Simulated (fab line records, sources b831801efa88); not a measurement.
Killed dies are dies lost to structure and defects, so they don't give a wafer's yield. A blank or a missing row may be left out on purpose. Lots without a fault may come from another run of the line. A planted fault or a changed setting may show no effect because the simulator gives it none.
A struck lot beside a sound one | flow sky130 | 15 steps out of a route of 708
Sound: wafers L526.2, L526.4, L526.5. Struck: wafers L541.2, L541.5. (L541.3 of the same lot was not struck and is left out.) The cause comes at the end.
At each step with rows: each side's tool, then ch and its chambers, then its first start. Under that, the readings that differ: sound wafers | struck wafers | difference of the means | sigmas: that difference in standard deviations of wafers without a fault.
alike: readings whose means differ by less than 2 such deviations, and words and numbers that are the same on both sides. not compared: withheld readings, readings that some wafer has no value for, bounds like >300 that may hide the same value, and numbers for which the record gives no deviation and whose values overlap.
The two part at a step that has a row with sigmas, a row that says differs or no value, or rows on one side only. Numbers that don't overlap but have no deviation are shown without sigmas and don't part them. A reading that every wafer of one side lacks parts them only if that side has two wafers or more.

SKY_SONOS_ONO_THK_MEAS_03:
  sound on film_metro-01, day 13 04:22; struck on film_metro-01, day 18 04:00
  alike: SONOS_ONO_CVD_02_THK
then, 1 step without rows for these wafers: SKY_SONOS_ONO_CVD_04 (deposits SiO2 from SiH4/N2O, target thk 5.7199 nm).
SKY_SONOS_ONO_THK_MEAS_05:
  sound on film_metro-01, day 13 05:41; struck on film_metro-01, day 18 05:19
  alike: SONOS_ONO_CVD_04_THK
then, 7 steps without rows for these wafers: SKY_SONOS_ONO_DEHYDRATE_06 (time 60 s); SKY_SONOS_ONO_HMDS_07 (prime time 60 s); SKY_SONOS_ONO_COAT_08 (resist thk 1140 nm); SKY_SONOS_ONO_SOFTBAKE_09 (time 60 s); SKY_SONOS_ONO_EXPOSE_10 (exposes mask ONOM, target cd 410 nm); SKY_SONOS_ONO_PEB_11; SKY_SONOS_ONO_DEVELOP_12 (develop time 60 s).
SKY_SONOS_ONO_CD_MEAS_13: target cd 410 nm.
  sound on cd_sem-01, day 14 07:52; struck on cd_sem-01, day 19 11:13
  alike: cd_nm
SKY_SONOS_ONO_OVL_MEAS_14:
  sound on overlay-02, day 14 07:58; struck on overlay-02, day 19 11:19
  alike: SONOS_ONO_OVL
SKY_SONOS_ONO_ETCH_15: etches the open film in CHF3/O2, target depth 19.52 nm, time 7.8 s.
  sound on rie_diel-02 ch 0,3, day 14 07:59; struck on rie_diel-02 ch 3, day 19 11:21
  reading                               | sound             | struck      | difference | sigmas
  bias_w (W)                            | 200.7 199.6 199.9 | 242.4 242.5 | +42.4      | +74
  oes_product_au (a.u.)                 | 0.982 0.988 1.001 | 1.045 1.043 | +0.054     | +6
  throttle_valve_pct (%)                | 8.812 8.827 8.802 | 8.842 8.832 | +0.023     | +3
  model.SONOS_ONO.feature_depth_nm (nm) | 19.08 19.29 19.46 | 20.78 20.84 | +1.53      |
  model.etch.depth_nm (nm)              | 19.08 19.29 19.46 | 20.78 20.84 | +1.53      |
  alike: O2_flow_sccm, drypump_motor_current_A
  not compared: rf_hours_counter_h
then, 1 step without rows for these wafers: SKY_SONOS_ONO_WET_ETCH_16 (etches SiO2 in dHF, target depth 14 nm, time 280 s).
-- the record jumps here: 31 days lie between the struck wafers' starts before and after (it left off in module SONOS_ONO and takes up again in module PAD_OPEN, whose first step shown is number 708 of the route) --
SKY_PAD_OPEN_PROBE_99:
  sound on prober-02, day 47 00:22; struck on prober-01, day 50 09:11
  alike: killed_at_M0_to_M3, killed_at_M4_up, killed_at_contacts, killed_at_front_end, killed_at_other, killed_dies, killed_open, killed_short

WHERE THEY PART
Only at SKY_SONOS_ONO_ETCH_15, within this record. Later steps at which nothing parts them and some readings are alike: SKY_PAD_OPEN_PROBE_99.

WHY: what the simulator had put in
Process parameter drift: rie_diel-02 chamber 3, from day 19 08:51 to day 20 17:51, at SKY_SONOS_ONO_ETCH_15. Setting bias_w, moved by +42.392, from 200. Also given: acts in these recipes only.
